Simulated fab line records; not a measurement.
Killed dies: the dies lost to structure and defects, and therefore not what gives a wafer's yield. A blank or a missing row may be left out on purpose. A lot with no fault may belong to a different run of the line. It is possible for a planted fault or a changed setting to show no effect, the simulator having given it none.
Comparing a struck lot with a sound one :: flow sky130 :: 16 out of 708 route steps
Sound: these wafers, L529.1, L529.4, L529.5. Struck: wafers L531.1, L531.3, L531.4. The cause is given at the end.
At each step with rows: each side's tool, then ch and its chambers, then its first start. Under that, the readings that differ: sound wafers :: struck wafers :: difference of the means :: sigmas: that difference in standard deviations of wafers without a fault.
alike: readings with means less than 2 such deviations apart, plus words and numbers identical on both sides. not compared: withheld readings, readings lacking a value on some wafer, bounds such as >300 that could conceal the same value, and numbers that have no deviation in the record and whose values overlap.
A row with sigmas, a row that says differs or no value, or rows on one side alone: a step with any of these is where the two part. When numbers do not overlap yet have no deviation, they are printed without sigmas and do not part them. A reading that every wafer of one side lacks parts them only if that side has two wafers or more.

first, 1 step without rows for these wafers: SKY_VT_ADJUST_NCORE_IMPLANT_09.
SKY_VT_ADJUST_NCORE_STRIP_10: strips in O2/N2.
  sound on plasmaAsher-03 ch 0,1, day 9 15:15; struck on plasmaAsher-02 ch 0,1, day 10 05:55
  alike: drypumpMotorCurrentA, oesProductAu, stripTimeToEndpointS
  not compared: rfHoursCounterH
SKY_VT_ADJUST_NCORE_TW_MEAS_11:
  struck on filmMetro-04, day 10 06:01; sound on filmMetro-01, day 9 15:21
reading: VT_ADJUST_NCORE_TW
sound: 221.6 220.1 221.3
struck: 217.6 217.8 217.4
difference: -3.4
sigmas: -2
then, 7 steps without rows for these wafers: SKY_VT_ADJUST_HVTR_DEHYDRATE_00 (time 60 s); SKY_VT_ADJUST_HVTR_HMDS_01 (prime time 60 s); SKY_VT_ADJUST_HVTR_COAT_02 (resist thk 1140 nm); SKY_VT_ADJUST_HVTR_SOFTBAKE_03 (time 60 s); SKY_VT_ADJUST_HVTR_EXPOSE_04 (exposes mask HVTRM, target cd 380 nm); SKY_VT_ADJUST_HVTR_PEB_05; SKY_VT_ADJUST_HVTR_DEVELOP_06 (develop time 61.77 s).
SKY_VT_ADJUST_HVTR_CD_MEAS_07 targets a cd of 380 nm.
  struck on cdSem-02, day 11 04:56; sound on cdSem-01, day 10 12:58
  alike: cdNm
SKY_VT_ADJUST_HVTR_OVL_MEAS_08:
  struck on overlay-02, day 11 05:04; sound on overlay-02, day 10 13:05
  alike: VT_ADJUST_HVTR_OVL
SKY_VT_ADJUST_HVTR_IMPLANT_09:
  sound on implanter-04 ch 0, day 10 13:07; struck on implanter-02 ch 0, day 11 05:06
reading: doseIonsCm2
sound: 2.1005e+12 2.0999e+12 2.1013e+12
struck: 1.2513e+12 1.2538e+12 1.2529e+12
difference: -8.4790e+11
sigmas: -99 or more

reading: faradayCurrentUA
sound: 12.07 11.87 11.53
struck: 7.00 6.91 7.05
difference: -4.84
sigmas: -22
  alike: beamEnergyKeV
SKY_VT_ADJUST_HVTR_STRIP_10: strips in O2/N2.
  sound on plasmaAsher-01 ch 0, day 10 13:16; struck on plasmaAsher-01 ch 0,1, day 11 05:15
  alike: drypumpMotorCurrentA, oesProductAu, stripTimeToEndpointS
  not compared: rfHoursCounterH
SKY_VT_ADJUST_HVTR_TW_MEAS_11:
  struck on filmMetro-03, day 11 05:34; sound on filmMetro-03, day 10 13:22
reading: VT_ADJUST_HVTR_TW
sound: 209.0 207.5 208.8
struck: 179.1 178.9 179.1
difference: -29.4
sigmas: -16
  not compared: hold
-- the record jumps here: 36 days lie between the struck wafers' starts before and after (it left off in module VT_ADJUST_HVTR and takes up again in module PAD_OPEN, whose first step shown is number 708 of the route) --
SKY_PAD_OPEN_PROBE_99:
  struck on prober-01, day 47 12:25; sound on prober-02, day 46 21:07
reading: model.etest.pfet_01v8_mvt.driveUaUm
sound: 153.8 154.6 154.3
struck: 136.3 137 132.1
difference: -19.1
sigmas: 

reading: model.etest.pfet_01v8_mvt.offLog10AUm
sound: -10.6 -10.74 -10.62
struck: -12.32 -12.35 -12.36
difference: -1.69
sigmas: 

reading: model.etest.pfet_01v8_mvt.vtSatV (V)
sound: -0.5711 -0.58 -0.5689
struck: -0.6991 -0.7004 -0.7087
difference: -0.1294
sigmas: 

reading: model.etest.pfet_01v8_mvt.vtV (V)
sound: -0.6546 -0.6614 -0.6551
struck: -0.7663 -0.7682 -0.7729
difference: -0.1121
sigmas: 

reading: model.etest.pfet_01v8_mvt.vtLongV (V)
sound: -0.8607 -0.8647 -0.8587
struck: -0.9641 -0.9639 -0.9665
difference: -0.1035
sigmas: 
  alike: killed_at_M0_to_M3, killed_at_M4_up, killedAtContacts, killedAtFrontEnd, killedAtOther, killedDies, killedOpen, killedShort

WHERE THEY PART
Last at SKY_VT_ADJUST_HVTR_TW_MEAS_11 as far as this record goes, first at SKY_VT_ADJUST_NCORE_TW_MEAS_11. Later steps at which nothing parts them and some readings are alike: SKY_PAD_OPEN_PROBE_99.

WHY: whatever the simulator had introduced
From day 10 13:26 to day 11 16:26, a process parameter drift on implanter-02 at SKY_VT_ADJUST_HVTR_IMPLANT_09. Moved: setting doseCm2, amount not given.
